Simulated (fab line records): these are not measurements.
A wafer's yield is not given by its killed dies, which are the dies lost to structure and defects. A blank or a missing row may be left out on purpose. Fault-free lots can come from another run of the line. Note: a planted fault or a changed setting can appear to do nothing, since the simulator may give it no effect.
fab line records -- flow gf180mcu
[record] lots = 6, wafers = 18, lastDay = 34
route steps=602 shown V1@346 M2@362
lots that met no fault: taken from a fault-free run of the same line
startH: start of the lot's first displayed wafer, in hours after the record's first day -- waitH: time in hours since the lot's previous step -- " repeats the value in the row above -- L1.1+2: one row covering several wafers at once -- - no value, or no start given -- * or withheld: withheld -- < > ~ a bound
route shown NAME@n: a module of which the file shows steps, and the number in the route of the first -- usual: the fault-free wafers' mean and standard deviation -- same: alike in all rows -- chamber/n: place in a boat -- sites: readings site by site -- _std_site: how widely they spread, as a standard deviation -- _edge_site: outer sites' mean less inner sites' -- radiusMm: for every site, how far away it sits from the centre of the wafer -- mask NAME#n: copy n -- behind: the most recent tool/chamber to have shaped the wafer -- hold: cause of the lot's hold/its duration in hours/its outcome -- device: transistor that didn't switch, given as n, p or np -- end of line: the route-end tests of the same wafers -- a step given without rows: its recipe and nothing more -- killed: not the wafer's yield, but the dies lost to structure and defects at the first sort -- map: dies across one wafer; x = killed, . = not, _ = none there
set.NAME: the setting as run; set.NAME@STEP: as run at that earlier step -- model.NAME: the simulator's own value behind a step, which no gauge read
lots at selected steps of the route; one table per step, one row per wafer
services: when a tool's chamber went out of use (startH, in hours from the record's first day, below 0 if earlier), for how many hours, and the reason
[[steps]]
[step GF_V1_EXPOSE_11]
[recipe] maskId = Via1, targetCdNm = 260, na = 0.68, sourceShape = conventional, sigmaOuter = 0.6, doseMj = 38
[step GF_V1_PEB_12]
[recipe] pebTempC = 135, pebTimeS = 90, resist = KrF
[step GF_V1_DEVELOP_13]
[recipe] developTimeS = 60, resist = KrF, devTempC = 21
[step GF_V1_CD_MEAS_14]
[recipe] targetCdNm = 260
[usual] cdNm = 260.1/1.2
lot.wafer,tool,chamber,startH,waitH,cdNm
L634.1,cdSem-02,-,419.62,0.1,260.9
L634.2,cdSem-02,-,419.62,0.1,260.9
L634.4,cdSem-02,-,419.62,0.1,260.7
L637.1,cdSem-02,-,469.20,0.1,258.8
L637.3,cdSem-02,-,469.20,0.1,258.6
L637.6,cdSem-02,-,469.20,0.1,258.8
L638.2,cdSem-02,-,483.12,0.1,260.7
L638.5,cdSem-02,-,483.12,0.1,262.6
L638.6,cdSem-02,-,483.12,0.1,260.5
L647.1,cdSem-02,-,550.60,0.1,262.1
L647.3,cdSem-02,-,550.60,0.1,262.0
L647.6,cdSem-02,-,550.60,0.1,262.8
L650.2,cdSem-02,-,569.02,0.1,258.5
L650.3,cdSem-02,-,569.02,0.1,259.1
L650.6,cdSem-02,-,569.02,0.1,259.8
L654.1,cdSem-01,-,595.44,0.1,260.3
L654.3,cdSem-01,-,595.44,0.1,259.6
L654.5,cdSem-01,-,595.44,0.1,260.8
[step GF_V1_OVL_MEAS_15]
[usual] V1_OVL = 1/6.2
lot.wafer,tool,chamber,startH,waitH,V1_OVL[nm]
L634.1,overlay-02,-,419.74,0.1,3
L634.2,overlay-02,-,419.74,0.1,-1
L634.4,overlay-02,-,419.74,0.1,3
L637.1,overlay-01,-,469.32,0.1,3
L637.3,overlay-01,-,469.32,0.1,5
L637.6,overlay-01,-,469.32,0.1,9
L638.2,overlay-02,-,483.22,0.1,2
L638.5,overlay-02,-,483.22,0.1,6
L638.6,overlay-02,-,483.22,0.1,1
L647.1,overlay-01,-,550.72,0.1,6
L647.3,overlay-01,-,550.72,0.1,7
L647.6,overlay-01,-,550.72,0.1,7
L650.2,overlay-02,-,569.13,0.1,3
L650.3,overlay-02,-,569.13,0.1,4
L650.6,overlay-02,-,569.13,0.1,1
L654.1,overlay-01,-,595.56,0.1,4
L654.3,overlay-01,-,595.56,0.1,3
L654.5,overlay-01,-,595.56,0.1,3
[step GF_V1_ETCH_16]
[recipe] chemistry = N2/H2, targetDepthA = withheld, overetchA = withheld, timeS = withheld, target = BARC, ionEnergyEv = 200, sourceW = 500, biasW = 100, pressureMtorr = 30, n2FlowSccm = 100, h2FlowSccm = 200
[step GF_V1_ETCH_17]
[recipe] chemistry = C4F8/O2/Ar, maskMaterial = KrF, target = SiO2, stopOn = TiN, sourceW = 1500, biasW = 1200, pressureMtorr = 40, c4f8FlowSccm = withheld, O2_flow_sccm = 6, Ar_flow_sccm = 300, timeS = withheld, targetDepthA = 6300
[usual] oesProductAu = 0.856/0.0049
lot.wafer,tool,chamber,startH,waitH,oesProductAu
L634.1,rieDiel-02,3,-,-,0.855
L634.2,rieDiel-02,0,-,-,0.856
L634.4,rieDiel-02,3,-,-,0.852
L637.1,rieDiel-03,1,-,-,0.854
L637.3,rieDiel-03,3,-,-,0.861
L637.6,rieDiel-03,3,-,-,0.858
L638.2,rieDiel-02,3,-,-,0.856
L638.5,rieDiel-02,2,-,-,0.844
L638.6,rieDiel-02,3,-,-,0.856
L647.1,rieDiel-01,1,-,-,0.858
L647.3,rieDiel-01,2,-,-,0.861
L647.6,rieDiel-01,1,-,-,0.852
L650.2,rieDiel-03,2,-,-,0.851
L650.3,rieDiel-03,3,-,-,0.858
L650.6,rieDiel-03,3,-,-,0.856
L654.1,rieDiel-02,3,-,-,0.862
L654.3,rieDiel-02,2,-,-,0.864
L654.5,rieDiel-02,3,-,-,0.857
[step GF_V1_STRIP_18]
[recipe] chemistry = O2/N2, powerW = 1400, pressureMtorr = 1500, platenTempC = 250, o2FlowSccm = 3000, n2FlowSccm = 300, overashFraction = 0.5
[usual] drypumpMotorCurrentA = 5.7/0.55, heaterPowerW = 330/29, oesProductAu = 0.592/0.0049
lot.wafer,tool,chamber,startH,waitH,drypumpMotorCurrentA,heaterPowerW,oesProductAu,rfHoursCounterH
L634.1,plasmaAsher-04,1,419.90,-,5.3,308,0.583,74
L634.2,plasmaAsher-04,0,419.90,-,5.2,313,0.593,74
L634.4,plasmaAsher-04,0,419.90,-,5.2,308,0.589,-
L637.1,plasmaAsher-04,0,469.49,-,5.2,312,0.593,81
L637.3,plasmaAsher-04,1,469.49,-,5.2,305,0.588,-
L637.6,plasmaAsher-04,0,469.49,-,5.2,312,0.592,-
L638.2,plasmaAsher-04,0,483.38,-,5.2,305,0.590,83
L638.5,plasmaAsher-04,1,483.38,-,5.2,302,0.590,-
L638.6,plasmaAsher-04,0,483.38,-,5.2,309,0.600,-
L647.1,plasmaAsher-01,0,550.89,-,5.6,287,0.587,64
L647.3,plasmaAsher-01,1,550.89,-,6.1,361,0.587,-
L647.6,plasmaAsher-01,0,550.89,-,5.6,287,0.589,-
L650.2,plasmaAsher-02,0,569.29,-,5.4,341,0.595,16
L650.3,plasmaAsher-02,1,569.29,-,6.7,368,0.581,-
L650.6,plasmaAsher-02,1,569.29,-,6.8,371,0.595,-
L654.1,plasmaAsher-02,0,595.73,-,5.4,336,0.596,19
L654.3,plasmaAsher-02,1,595.73,-,6.8,364,0.584,-
L654.5,plasmaAsher-02,0,595.73,-,5.4,333,0.591,-
[step GF_V1_STRIP_19]
[recipe] chemistry = postEtchResidueRemover, timeS = 1200, tempC = 72.5
[step GF_V1_CLEAN_20]
[recipe] chemistry = DIW, dry = n2Spin
[step GF_V1_SPUTTER_21]
[recipe] material = Ti, targetThkNm = 15, chamberPressurePa = 5, powerW = 2500, substrateTempC = 200, timeS = 80.02
[usual] throttleValvePct = 30.1/1
lot.wafer,tool,chamber,startH,waitH,throttleValvePct
L634.1,pvdSputter-04,-,420.56,0.0,28.5
L634.2,pvdSputter-04,-,420.56,0.0,30.1
L634.4,pvdSputter-04,-,420.56,0.0,31.1
L637.1,pvdSputter-01,-,470.03,0.0,30.6
L637.3,pvdSputter-01,-,470.03,0.0,29.3
L637.6,pvdSputter-01,-,470.03,0.0,30.8
L638.2,pvdSputter-04,-,484.02,0.0,30.8
L638.5,pvdSputter-04,-,484.02,0.0,29.2
L638.6,pvdSputter-04,-,484.02,0.0,29.9
L647.1,pvdSputter-04,-,551.43,0.0,31.2
L647.3,pvdSputter-04,-,551.43,0.0,29.9
L647.6,pvdSputter-04,-,551.43,0.0,28.6
L650.2,pvdSputter-02,-,569.85,0.0,30.1
L650.3,pvdSputter-02,-,569.85,0.0,30.6
L650.6,pvdSputter-02,-,569.85,0.0,29.3
L654.1,pvdSputter-01,-,596.26,0.0,30.3
L654.3,pvdSputter-01,-,596.26,0.0,31.7
L654.5,pvdSputter-01,-,596.26,0.0,30.5
[step GF_V1_SPUTTER_22]
[recipe] material = TiN, targetThkNm = 10, chamberPressurePa = 5, powerW = 4000, timeS = 40
[usual] throttleValvePct = 30.1/1
lot.wafer,tool,chamber,startH,waitH,throttleValvePct
L634.1,pvdSputter-04,-,420.62,0.0,28.4
L634.2,pvdSputter-04,-,420.62,0.0,30.2
L634.4,pvdSputter-04,-,420.62,0.0,30.8
L637.1,pvdSputter-01,-,470.09,0.0,30.6
L637.3,pvdSputter-01,-,470.09,0.0,29.3
L637.6,pvdSputter-01,-,470.09,0.0,30.5
L638.2,pvdSputter-04,-,484.08,0.0,30.9
L638.5,pvdSputter-04,-,484.08,0.0,29.2
L638.6,pvdSputter-04,-,484.08,0.0,30.1
L647.1,pvdSputter-04,-,551.49,0.0,30.9
L647.3,pvdSputter-04,-,551.49,0.0,30.1
L647.6,pvdSputter-04,-,551.49,0.0,28.3
L650.2,pvdSputter-02,-,569.91,0.0,29.9
L650.3,pvdSputter-02,-,569.91,0.0,30.7
L650.6,pvdSputter-02,-,569.91,0.0,29.4
L654.1,pvdSputter-01,-,596.32,0.0,30.8
L654.3,pvdSputter-01,-,596.32,0.0,31.4
L654.5,pvdSputter-01,-,596.32,0.0,30.6
[step GF_V1_CVD_23]
[recipe] material = W, targetThkNm = 350, timeS = 105.05, tempC = 400, pressureTorr = 40
[usual] heaterPowerW = 840/120
lot.wafer,tool,chamber,startH,waitH,heaterPowerW,model.W_of_V1_CVD_23.thkNm
L634.1,cvdW-01,1,420.66,0.0,983,344.2
L634.2,cvdW-01,0,420.66,0.0,733,341.1
L634.4,cvdW-01,0,420.66,0.0,727,348.2
L637.1,cvdW-01,1,470.14,0.0,960,347.1
L637.3,cvdW-01,1,470.14,0.0,992,450.6
L637.6,cvdW-01,1,470.14,0.0,999,348.3
L638.2,cvdW-01,0,484.12,0.0,747,454.3
L638.5,cvdW-01,1,484.12,0.0,974,356.2
L638.6,cvdW-01,0,484.12,0.0,751,353.2
L647.1,cvdW-01,1,551.53,0.0,980,354.3
L647.3,cvdW-01,0,551.53,0.0,760,350.3
L647.6,cvdW-01,0,551.53,0.0,765,351.4
L650.2,cvdW-02,1,569.95,0.0,703,349.5
L650.3,cvdW-02,0,569.95,0.0,864,345.2
L650.6,cvdW-02,1,569.95,0.0,679,353.9
L654.1,cvdW-01,1,596.36,0.0,994,344.6
L654.3,cvdW-01,1,596.36,0.0,988,347.2
L654.5,cvdW-01,1,596.36,0.0,966,347.8
[step GF_V1_RS_MEAS_24]
[recipe] thkMeasGauge = four-point-probe, reads = W_of_V1_CVD_23+TiN_of_V1_SPUTTER_22+Ti_of_V1_SPUTTER_21
[usual] V1_W_RS = 0.329/0.0036
lot.wafer,tool,chamber,startH,waitH,hold,V1_W_RS[ohm/sq]
L634.1,filmMetro-02,-,420.77,0.1,-,0.332
L634.2,filmMetro-02,-,420.77,0.1,-,0.336
L634.4,filmMetro-02,-,420.77,0.1,-,0.329
L637.1,filmMetro-03,-,470.25,0.1,awaitDispo/0.2h/release,0.330
L637.3,filmMetro-03,-,470.25,0.1,awaitDispo/0.2h/release,0.254
L637.6,filmMetro-03,-,470.25,0.1,awaitDispo/0.2h/release,0.328
L637.1,filmMetro-03,-,470.54,0.3,-,0.329
L637.3,filmMetro-03,-,470.54,0.3,-,0.253
L637.6,filmMetro-03,-,470.54,0.3,-,0.328
L638.2,filmMetro-02,-,484.26,0.1,awaitDispo/0.2h/release,0.251
L638.5,filmMetro-02,-,484.26,0.1,awaitDispo/0.2h/release,0.321
L638.6,filmMetro-02,-,484.26,0.1,awaitDispo/0.2h/release,0.325
L638.2,filmMetro-02,-,484.54,0.3,-,0.252
L638.5,filmMetro-02,-,484.54,0.3,-,0.322
L638.6,filmMetro-02,-,484.54,0.3,-,0.324
L647.1,filmMetro-03,-,551.64,0.1,-,0.323
L647.3,filmMetro-03,-,551.64,0.1,-,0.326
L647.6,filmMetro-03,-,551.64,0.1,-,0.326
L650.2,filmMetro-03,-,570.08,0.1,-,0.327
L650.3,filmMetro-03,-,570.08,0.1,-,0.332
L650.6,filmMetro-03,-,570.08,0.1,-,0.323
L654.1,filmMetro-04,-,596.59,0.2,-,0.332
L654.3,filmMetro-04,-,596.59,0.2,-,0.329
L654.5,filmMetro-04,-,596.59,0.2,-,0.329
[step GF_V1_THK_MEAS_25]
[recipe] thkMeasGauge = xrf, reads = W_of_V1_CVD_23
[usual] V1_W_THK = 342/4.7
lot.wafer,tool,chamber,startH,waitH,hold,V1_W_THK[nm]
L634.1,filmMetro-02,-,420.89,0.1,-,335
L634.2,filmMetro-02,-,420.89,0.1,-,332
L634.4,filmMetro-02,-,420.89,0.1,-,339
L637.1,filmMetro-03,-,474.02,3.5,awaitDispo/0.2h/release,339
L637.3,filmMetro-03,-,474.02,3.5,awaitDispo/0.2h/release,436
L637.6,filmMetro-03,-,474.02,3.5,awaitDispo/0.2h/release,340
L637.1,filmMetro-03,-,474.24,0.2,-,340
L637.3,filmMetro-03,-,474.24,0.2,-,438
L637.6,filmMetro-03,-,474.24,0.2,-,340
L638.2,filmMetro-02,-,488.28,3.7,awaitDispo/0.2h/release,438
L638.5,filmMetro-02,-,488.28,3.7,awaitDispo/0.2h/release,346
L638.6,filmMetro-02,-,488.28,3.7,awaitDispo/0.2h/release,344
L638.2,filmMetro-02,-,488.51,0.2,-,441
L638.5,filmMetro-02,-,488.51,0.2,-,348
L638.6,filmMetro-02,-,488.51,0.2,-,345
L647.1,filmMetro-03,-,551.76,0.1,-,350
L647.3,filmMetro-03,-,551.76,0.1,-,345
L647.6,filmMetro-03,-,551.76,0.1,-,344
L650.2,filmMetro-03,-,570.19,0.1,-,342
L650.3,filmMetro-03,-,570.19,0.1,-,339
L650.6,filmMetro-03,-,570.19,0.1,-,344
L654.1,filmMetro-04,-,596.71,0.1,-,343
L654.3,filmMetro-04,-,596.71,0.1,-,347
L654.5,filmMetro-04,-,596.71,0.1,-,348
[step GF_V1_CMP_26]
[recipe] stopOn = SiO2, downForcePsi = 3.5, platenRpm = 60, tOverpolishS = 15, targetThkNm = 0, padVelocityMS = 0.94248
[usual] motorCurrentA = 11.3/1.2, timeToEndpointS = 86/3.1
lot.wafer,tool,chamber,startH,waitH,hold,motorCurrentA,timeToEndpointS
L634.4,cmp-02,0,420.95,0.0,-,10.4,86
L634.2,cmp-02,1,420.95,0.0,-,13.7,91
L634.1,cmp-02,2,420.95,0.0,-,11.1,84
L637.1,cmp-02,0,479.20,4.9,awaitDispo/4.7h/release,10.3,86
L637.3,cmp-02,1,479.20,4.9,awaitDispo/4.7h/release,13.3,112
L637.6,cmp-02,2,479.20,4.9,awaitDispo/4.7h/release,11.5,88
L638.2,cmp-02,2,490.28,1.8,awaitDispo/1.2h/release,11.5,110
L638.5,cmp-02,1,490.28,1.8,awaitDispo/1.2h/release,13.4,91
L638.6,cmp-02,2,490.28,1.8,awaitDispo/1.2h/release,11.5,87
L647.3,cmp-01,0,551.87,0.1,-,12.1,86
L647.1,cmp-01,1,551.87,0.1,-,11.0,88
L647.6,cmp-01,0,551.87,0.1,-,12.2,87
L650.3,cmp-01,3,570.29,0.1,-,10.0,84
L650.2,cmp-01,0,570.29,0.1,-,11.9,84
L650.6,cmp-01,2,570.29,0.1,-,9.4,86
L654.1,cmp-02,3,596.77,0.1,-,11.4,81
L654.3,cmp-02,1,596.77,0.1,-,13.4,86
L654.5,cmp-02,0,596.77,0.1,-,9.8,86
[step GF_M2_SPUTTER_00]
[recipe] material = Ti, targetThkNm = 37.5, arrivingIonEnergyEv = 80, substrateTempC = 200, chamberPressurePa = 2, powerW = 4000, timeS = 150
[usual] throttleValvePct = 30.1/1.1
lot.wafer,tool,chamber,startH,waitH,throttleValvePct
L634.1,pvdSputter-01,-,421.25,0.1,31.8
L634.2,pvdSputter-01,-,421.25,0.1,29.1
L634.4,pvdSputter-01,-,421.25,0.1,31.5
L637.1,pvdSputter-03,-,479.40,0.1,29.2
L637.3,pvdSputter-03,-,479.40,0.1,29.1
L637.6,pvdSputter-03,-,479.40,0.1,29.0
L638.2,pvdSputter-01,-,490.54,0.2,30.5
L638.5,pvdSputter-01,-,490.54,0.2,29.3
L638.6,pvdSputter-01,-,490.54,0.2,30.7
L647.1,pvdSputter-03,-,552.12,0.1,29.2
L647.3,pvdSputter-03,-,552.12,0.1,31.3
L647.6,pvdSputter-03,-,552.12,0.1,31.3
L650.2,pvdSputter-04,-,570.54,0.1,30.2
L650.3,pvdSputter-04,-,570.54,0.1,30.8
L650.6,pvdSputter-04,-,570.54,0.1,30.1
L654.1,pvdSputter-04,-,597.07,0.2,30.2
L654.3,pvdSputter-04,-,597.07,0.2,30.7
L654.5,pvdSputter-04,-,597.07,0.2,31.0
[[services]]
tool,chamber,startH,hours,kind
cmp-02,-,404.23,4.0,pm
pvdSputter-01,-,405.16,5.3,repair
cmp-02,-,407.11,0.5,repair
rieDiel-01,2,415.38,5.5,repair
plasmaAsher-01,-,419.90,82.0,repair
plasmaAsher-02,-,421.25,9.0,pm
cmp-02,-,428.32,0.6,repair
cmp-01,-,438.27,1.6,repair
cmp-01,-,445.32,0.9,repair
cvdW-01,1,462.28,4.4,repair
pvdSputter-04,-,467.62,11.1,repair
rieDiel-02,1,467.93,3.2,repair
rieDiel-02,3,492.78,1.9,repair
pvdSputter-04,-,518.63,1.4,repair
cvdW-01,0,523.98,5.2,repair
pvdSputter-03,-,536.65,5.2,repair
rieDiel-02,-,545.08,0.6,repair
rieDiel-03,3,554.04,4.6,repair
cmp-01,-,572.00,4.0,pm
rieDiel-03,-,572.38,1.0,repair
cmp-01,-,575.52,11.9,repair
pvdSputter-01,-,584.88,11.2,repair
rieDiel-02,-,586.09,0.2,repair
cvdW-01,0,592.32,14.4,repair
[[key]]
[firstSign] step = GF_V1_RS_MEAS_24, reading = visit, direction = added
[effect] step = GF_V1_RS_MEAS_24, reading = V1_W_RS, direction = down, sigmas = 21, usual = 0.329, struck = 0.253
[effect] step = GF_V1_THK_MEAS_25, reading = visit, direction = added
[effect] step = GF_V1_THK_MEAS_25, reading = V1_W_THK, direction = up, sigmas = 20, usual = 342, struck = 437
[effect] step = GF_V1_CMP_26, reading = timeToEndpointS, direction = up, sigmas = 8, usual = *, struck = *
[modelEffect] step = GF_V1_CVD_23, value = W_of_V1_CVD_23.thkNm, without = 351.6, struck = 452.4
metAt GF_V1_CVD_23
struckWafers L637.3,L638.2
onsetBetween 420.66 470.14
[fault] kind = processParameterDrift, tool = cvdW-01, chamber = -, onsetH = 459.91, steps = GF_V1_CVD_23, channel = targetThkNm, offset = 100.76, shape = step, endH = 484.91, scope = struckWafersOnly, actsIn = theseRecipesOnly, stated = 350
